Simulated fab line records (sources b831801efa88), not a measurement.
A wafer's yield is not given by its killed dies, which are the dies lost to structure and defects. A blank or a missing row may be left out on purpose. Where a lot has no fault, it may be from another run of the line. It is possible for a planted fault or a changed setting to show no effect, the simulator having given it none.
8D (eight disciplines) problem report, filled in by code ; flow sky130 ; the parts of the form that need people (team, actions taken, sign-off) are left out

== 1. THE ISSUE ==
Mean of chamber pressure pa at SKY_METAL3_SPUTTER_01: 0.4881 Pa across 6 wafers in 2 lots; on wafers with no fault it is 0.4001 Pa (standard deviation 0.00082). That is +99 or more standard deviations from the usual mean.
The step: material TiN, target thk 20 nm, time 16.7 s.
Seen first at day 39 15:23 on pvd sputter-03, wafer L989.1. The record holds 18 wafers of 6 lots with a number at this step. The rule behind "out" and "out of limits": a value lying over 4 standard deviations away from the usual mean. Any other wafer with a number is counted as sound.

== 2. WHAT IT IS; WHAT IT IS NOT ==
question;is;is not
which readings at this step;chamber pressure pa;-
which lots;L989, L992;L102, L103, L981, L988
which wafers of those lots;all that have a number;-
read on which tools;pvd sputter-03;pvd sputter-01
when;from day 39 15:23;"up to then (6 sound wafers); but 6 sound wafers of L102, L103 came after"

== 3. THE SUSPECTS, EACH WITH WHAT RULES IT OUT ==
Counting: a tool at any process step up to the reading remains a suspect when it ran all the lots that are out and ran no sound lot after the first of those.
- pvd sputter-02 at SKY_VIA2_SPUTTER_20 (material TiN, target thk 20 nm, time 80 s): ruled out as a lasting fault. After its first lot that is out, L989 (day 39 14:42), sound lots L102, L103 ran on it.
- cvd w-01 at SKY_VIA2_CVD_21 (deposits W, target thk 420 nm, time 126.4 s): kept. It processed each lot that is out, first L989 at day 39 14:46, and no sound lot thereafter; up to then, the last sound lot it processed was L988 at day 38 22:58.
- pvd sputter-03 at SKY_METAL3_SPUTTER_00 (material Ti, target thk 15 nm, time 10 s): kept. It processed each lot that is out, first L989 at day 39 15:22, and no sound lot thereafter; up to then, the last sound lot it processed was L988 at day 38 23:45.
- pvd sputter-03 at SKY_METAL3_SPUTTER_01 (material TiN, target thk 20 nm, time 16.7 s): kept. It processed each lot that is out, first L989 at day 39 15:23, and no sound lot thereafter; up to then, the last sound lot it processed was L988 at day 38 23:47. On those wafers its own readings are out: chamber pressure pa.
cvd w-01 at SKY_VIA2_CVD_21, pvd sputter-03 at SKY_METAL3_SPUTTER_00 and pvd sputter-03 at SKY_METAL3_SPUTTER_01 are what is left after counting.

== 4. THE CAUSE (what the simulator had put in) ==
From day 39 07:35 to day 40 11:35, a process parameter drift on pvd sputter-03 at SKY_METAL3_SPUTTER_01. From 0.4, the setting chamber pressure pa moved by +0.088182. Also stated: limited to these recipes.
Of the 3 suspects that counting leaves, this tool is one.

== 5. THE CHAIN OF EFFECTS, in route order ==
Each row: a reading whose mean over the struck wafers that have a number lies more than 3 standard deviations from the usual. Only readings for which the record gives a usual standard deviation are gone through. hours: the time from each lot's start at the first step in this table that gives one to its start at this step, as a median over the lots. sigmas: the change in usual standard deviations.
hours;step;reading;usual;on struck wafers;change;sigmas
0;SKY_METAL3_SPUTTER_01;chamber pressure pa;0.4001 Pa;0.4881;+0.0880;+99 or more
It contains these process steps:
- SKY_METAL3_SPUTTER_01: material TiN, target thk 20 nm, time 16.7 s.

== 6. HOW IT WOULD HAVE BEEN CAUGHT EARLIER ==
8 hours passed between the start of the fault at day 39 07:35 and the first reading out of limits in this record, taken at day 39 15:23.
